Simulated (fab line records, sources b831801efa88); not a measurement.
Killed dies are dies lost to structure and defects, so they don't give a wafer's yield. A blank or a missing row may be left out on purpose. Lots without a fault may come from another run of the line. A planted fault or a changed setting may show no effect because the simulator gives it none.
A sampling plan put to the test | flow sky130 | one fab line, 27 faults that these records tell of, each judged on the records of the lots that it struck
The plan is the line's own looks: the steps of the route at which a gauge or an inspection reads the wafer and doesn't change it. A look can be judged if struck wafers have a number there and the file gives its usual mean and standard deviation on fault-free wafers. Caught: at a look after the fault's first step, the mean of the struck wafers lies 4 or more of those standard deviations (sigma) from the usual mean. On the tool: the same test on the tool's own readings at the fault's steps. Another recipe on the struck wafers, or a record that is blank for them alone, also counts as caught.

THE FAULTS, as the simulator had put them in
1. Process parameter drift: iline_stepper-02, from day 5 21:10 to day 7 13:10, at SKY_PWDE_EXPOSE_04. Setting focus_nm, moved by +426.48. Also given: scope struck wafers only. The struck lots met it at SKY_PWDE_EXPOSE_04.
2. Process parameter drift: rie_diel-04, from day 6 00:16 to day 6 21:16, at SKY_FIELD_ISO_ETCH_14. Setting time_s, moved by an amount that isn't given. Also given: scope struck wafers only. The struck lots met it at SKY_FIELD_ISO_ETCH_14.
3. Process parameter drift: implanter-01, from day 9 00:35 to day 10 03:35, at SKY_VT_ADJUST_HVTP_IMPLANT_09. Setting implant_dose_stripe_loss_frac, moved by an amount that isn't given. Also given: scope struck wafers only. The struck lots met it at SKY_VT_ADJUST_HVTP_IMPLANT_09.
4. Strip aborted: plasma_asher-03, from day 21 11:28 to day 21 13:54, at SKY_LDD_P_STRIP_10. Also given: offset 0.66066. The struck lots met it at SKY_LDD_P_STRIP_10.
5. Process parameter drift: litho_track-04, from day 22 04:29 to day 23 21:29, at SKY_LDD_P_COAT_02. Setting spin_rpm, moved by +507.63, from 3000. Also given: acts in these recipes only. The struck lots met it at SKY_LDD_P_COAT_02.
6. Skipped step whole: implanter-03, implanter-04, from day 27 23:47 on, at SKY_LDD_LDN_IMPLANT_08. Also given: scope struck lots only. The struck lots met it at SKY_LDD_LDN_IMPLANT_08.
7. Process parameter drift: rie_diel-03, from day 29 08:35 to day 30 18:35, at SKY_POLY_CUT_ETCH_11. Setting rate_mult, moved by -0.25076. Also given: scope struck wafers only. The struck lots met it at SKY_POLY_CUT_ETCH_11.
8. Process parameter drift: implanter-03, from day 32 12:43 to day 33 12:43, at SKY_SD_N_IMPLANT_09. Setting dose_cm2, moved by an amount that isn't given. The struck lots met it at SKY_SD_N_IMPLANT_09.
9. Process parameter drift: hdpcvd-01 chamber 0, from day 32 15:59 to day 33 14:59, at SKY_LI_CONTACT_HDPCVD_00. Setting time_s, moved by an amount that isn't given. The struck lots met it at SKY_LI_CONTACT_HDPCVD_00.
10. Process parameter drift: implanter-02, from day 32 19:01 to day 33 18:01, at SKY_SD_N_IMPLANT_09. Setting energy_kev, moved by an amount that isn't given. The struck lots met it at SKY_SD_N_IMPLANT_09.
11. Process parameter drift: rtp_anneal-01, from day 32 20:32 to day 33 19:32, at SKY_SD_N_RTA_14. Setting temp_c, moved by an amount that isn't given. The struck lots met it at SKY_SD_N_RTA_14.
12. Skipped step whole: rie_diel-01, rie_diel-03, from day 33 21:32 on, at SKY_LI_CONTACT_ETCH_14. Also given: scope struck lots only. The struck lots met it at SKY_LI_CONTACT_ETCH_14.
13. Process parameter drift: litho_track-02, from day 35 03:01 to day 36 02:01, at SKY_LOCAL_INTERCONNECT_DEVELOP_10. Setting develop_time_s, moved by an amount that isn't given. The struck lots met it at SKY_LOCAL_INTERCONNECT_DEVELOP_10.
14. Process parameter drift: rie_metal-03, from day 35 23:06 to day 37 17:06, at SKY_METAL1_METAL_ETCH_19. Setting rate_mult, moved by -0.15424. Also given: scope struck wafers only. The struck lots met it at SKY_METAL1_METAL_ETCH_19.
15. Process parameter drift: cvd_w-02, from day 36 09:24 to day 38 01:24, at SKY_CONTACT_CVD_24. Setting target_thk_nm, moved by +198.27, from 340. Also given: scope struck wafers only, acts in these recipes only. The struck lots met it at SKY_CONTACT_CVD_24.
16. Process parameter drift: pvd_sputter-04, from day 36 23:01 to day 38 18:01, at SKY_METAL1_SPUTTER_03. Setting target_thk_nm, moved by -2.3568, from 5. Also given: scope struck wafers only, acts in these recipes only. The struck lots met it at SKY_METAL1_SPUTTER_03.
17. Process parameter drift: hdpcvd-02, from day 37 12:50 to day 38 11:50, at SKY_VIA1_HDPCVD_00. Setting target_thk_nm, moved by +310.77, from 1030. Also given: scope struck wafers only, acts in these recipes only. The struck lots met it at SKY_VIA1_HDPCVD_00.
18. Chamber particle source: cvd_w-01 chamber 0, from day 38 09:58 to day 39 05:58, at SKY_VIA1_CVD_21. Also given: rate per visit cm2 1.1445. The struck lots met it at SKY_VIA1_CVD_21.
19. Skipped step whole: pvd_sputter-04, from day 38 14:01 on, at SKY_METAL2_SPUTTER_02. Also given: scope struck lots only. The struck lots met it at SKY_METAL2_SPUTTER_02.
20. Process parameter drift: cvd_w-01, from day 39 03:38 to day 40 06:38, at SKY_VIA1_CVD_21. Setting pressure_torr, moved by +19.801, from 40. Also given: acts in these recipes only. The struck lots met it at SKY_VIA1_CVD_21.
21. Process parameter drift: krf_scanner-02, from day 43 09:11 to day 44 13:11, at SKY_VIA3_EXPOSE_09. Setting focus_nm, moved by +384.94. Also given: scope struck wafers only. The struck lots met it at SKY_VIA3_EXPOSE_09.
22. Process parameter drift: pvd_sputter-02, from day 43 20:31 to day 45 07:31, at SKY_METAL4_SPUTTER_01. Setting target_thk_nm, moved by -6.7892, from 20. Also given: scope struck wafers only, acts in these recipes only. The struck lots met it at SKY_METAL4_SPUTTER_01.
23. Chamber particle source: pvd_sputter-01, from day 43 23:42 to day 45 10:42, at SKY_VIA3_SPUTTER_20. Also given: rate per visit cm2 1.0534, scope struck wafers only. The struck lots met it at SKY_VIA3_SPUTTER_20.
24. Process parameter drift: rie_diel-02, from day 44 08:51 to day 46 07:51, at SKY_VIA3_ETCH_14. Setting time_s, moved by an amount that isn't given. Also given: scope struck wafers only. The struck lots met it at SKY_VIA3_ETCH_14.
25. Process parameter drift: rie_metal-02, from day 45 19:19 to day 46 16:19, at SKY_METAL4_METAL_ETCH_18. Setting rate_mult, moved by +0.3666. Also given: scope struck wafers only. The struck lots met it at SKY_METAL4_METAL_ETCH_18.
26. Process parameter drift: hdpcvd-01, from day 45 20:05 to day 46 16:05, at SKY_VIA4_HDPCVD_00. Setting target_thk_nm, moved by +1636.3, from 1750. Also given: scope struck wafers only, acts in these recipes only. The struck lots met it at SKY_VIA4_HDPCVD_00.
27. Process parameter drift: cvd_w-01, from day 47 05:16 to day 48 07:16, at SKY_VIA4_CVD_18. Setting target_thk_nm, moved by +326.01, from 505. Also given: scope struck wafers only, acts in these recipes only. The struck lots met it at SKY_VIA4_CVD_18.

WHAT THE PLAN SAW
fault | on the tool itself                               | first look that catches it                      | reading, sigma                                                         | median hours from its first step to that look | hours from the fault's start to the first struck lot there | judged looks passed uncaught
1     | no reading that can be judged                    | none of the 5 looks that can be judged after it | -                                                                      | -                                             | -                                                          | 5
2     | run_length_s -66 sigma                           | not the one look that can be judged after it    | -                                                                      | -                                             | -                                                          | 1
3     | under 2 sigma                                    | SKY_VT_ADJUST_HVTP_TW_MEAS_11                   | VT_ADJUST_HVTP_TW -4.7                                                 | 0.2                                           | 4                                                          | 0
4     | oes_product_au +48 sigma                         | SKY_LDD_HVN_TW_MEAS_10                          | LDD_HVN_TW -99 or beyond                                               | 30.1                                          | 32                                                         | 0
5     | spin_speed_rpm +99 or beyond sigma               | not the one look that can be judged after it    | strongest: cd_nm at SKY_LDD_P_CD_MEAS_07, +2.6                         | -                                             | -                                                          | 1
6     | the tool's record is blank for the struck wafers | SKY_LDD_LDN_TW_MEAS_13                          | LDD_LDN_TW -8.5                                                        | 1.0                                           | 1                                                          | 0
7     | under 2 sigma                                    | no look after it can be judged                  | -                                                                      | -                                             | -                                                          | 0
8     | dose_ions_cm2 -99 or beyond sigma                | SKY_SD_N_TW_MEAS_12                             | SD_N_TW -17                                                            | 0.4                                           | 1                                                          | 0
9     | run_length_s +99 or beyond sigma                 | SKY_LI_CONTACT_THK_MEAS_01                      | LI_CONTACT_HDPCVD_THK +34                                              | 0.1                                           | 3                                                          | 0
10    | beam_energy_keV -99 or beyond sigma              | SKY_SD_N_TW_MEAS_12                             | SD_N_TW -6.4                                                           | 0.4                                           | 2                                                          | 0
11    | wafer_temp_C_max +32 sigma                       | SKY_SD_N_RS_MEAS_16                             | SD_N_RS -53                                                            | 0.2                                           | 1                                                          | 0
12    | the tool's record is blank for the struck wafers | no look after it can be judged                  | -                                                                      | -                                             | -                                                          | 0
13    | no reading that can be judged                    | none of the 6 looks that can be judged after it | -                                                                      | -                                             | -                                                          | 6
14    | under 2 sigma                                    | no look after it can be judged                  | -                                                                      | -                                             | -                                                          | 0
15    | under 2 sigma                                    | SKY_CONTACT_RS_MEAS_25                          | CONTACT_W_RS -40                                                       | 0.1                                           | 26                                                         | 0
16    | under 2 sigma                                    | no look after it can be judged                  | -                                                                      | -                                             | -                                                          | 0
17    | under 2 sigma                                    | SKY_VIA1_THK_MEAS_01                            | VIA1_HDPCVD_THK +23                                                    | 0.1                                           | 0                                                          | 0
18    | under 2 sigma                                    | no look after it can be judged                  | -                                                                      | -                                             | -                                                          | 0
19    | the tool's record is blank for the struck wafers | SKY_METAL2_RS_MEAS_05                           | METAL2_ALCU_RS +99 or beyond                                           | 0.1                                           | 1                                                          | 0
20    | chamber_pressure_Torr +99 or beyond sigma        | SKY_VIA1_RS_MEAS_22                             | VIA1_W_RS -13                                                          | 0.1                                           | 13                                                         | 0
21    | under 2 sigma                                    | SKY_VIA3_CD_MEAS_12                             | cd_nm -34                                                              | 12.3                                          | 12                                                         | 0
22    | under 2 sigma                                    | no look after it can be judged                  | -                                                                      | -                                             | -                                                          | 0
23    | under 2 sigma                                    | none of the 2 looks that can be judged after it | strongest: PASSIVATION_CVD_00_THK at SKY_PASSIVATION_THK_MEAS_01, +2.0 | -                                             | -                                                          | 2
24    | run_length_s +9.6 sigma                          | no look after it can be judged                  | -                                                                      | -                                             | -                                                          | 0
25    | under 2 sigma                                    | no look after it can be judged                  | -                                                                      | -                                             | -                                                          | 0
26    | no reading that can be judged                    | SKY_VIA4_THK_MEAS_01                            | VIA4_HDPCVD_THK +66                                                    | 0.2                                           | 3                                                          | 0
27    | under 2 sigma                                    | SKY_VIA4_RS_MEAS_19                             | VIA4_W_RS -40                                                          | 0.2                                           | 9                                                          | 0
A dash: the fault isn't caught, or these records don't give the number.

Caught at a look: 14 of 27. Caught on the tool: 12 of 27. By one or the other: 18 of 27.
Caught on the tool alone: faults 2, 5, 12, 24.
Caught at a look alone: faults 3, 15, 17, 21, 26, 27.
Caught by neither: faults 1, 7, 13, 14, 16, 18, 22, 23, 25.

THINNER SAMPLING
If the look that catches a fault measured only every second or every third lot, by lot number, the first struck lot would be measured this late in the worst case:
fault | struck lots at that look, in order of time | every lot | every second lot | every third lot
3     | L352, L354                                 | 4 h       | may miss all 2   | may miss all 2
4     | L581                                       | 32 h      | may miss it      | may miss it
6     | L496, L493                                 | 1 h       | 2 h              | may miss all 2
8     | L856, L861                                 | 1 h       | 7 h              | may miss all 2
9     | L882                                       | 3 h       | may miss it      | may miss it
10    | L438, L445                                 | 2 h       | 8 h              | may miss all 2
11    | L736, L743                                 | 1 h       | 6 h              | may miss all 2
15    | L714                                       | 26 h      | may miss it      | may miss it
17    | L195, L201                                 | 0 h       | may miss all 2   | may miss all 2
19    | L628, L630                                 | 1 h       | may miss all 2   | may miss all 2
20    | L881, L884                                 | 13 h      | 18 h             | may miss all 2
21    | L706, L708, L710                           | 12 h      | may miss all 3   | 19 h
26    | L715                                       | 3 h       | may miss it      | may miss it
27    | L898, L900, L901                           | 9 h       | 15 h             | may miss all 3
Hours are from the fault's start to the first struck lot that is measured. The limit of 4 sigma was tested on all struck wafers together, so one lot alone may lie under it. Other struck lots may not be in these records.

THE LONGEST TIMED WAY FROM STEP TO LOOK
Fault 4: a median of 30.1 hours passes between SKY_LDD_P_STRIP_10 and SKY_LDD_HVN_TW_MEAS_10. No look between them can be judged.
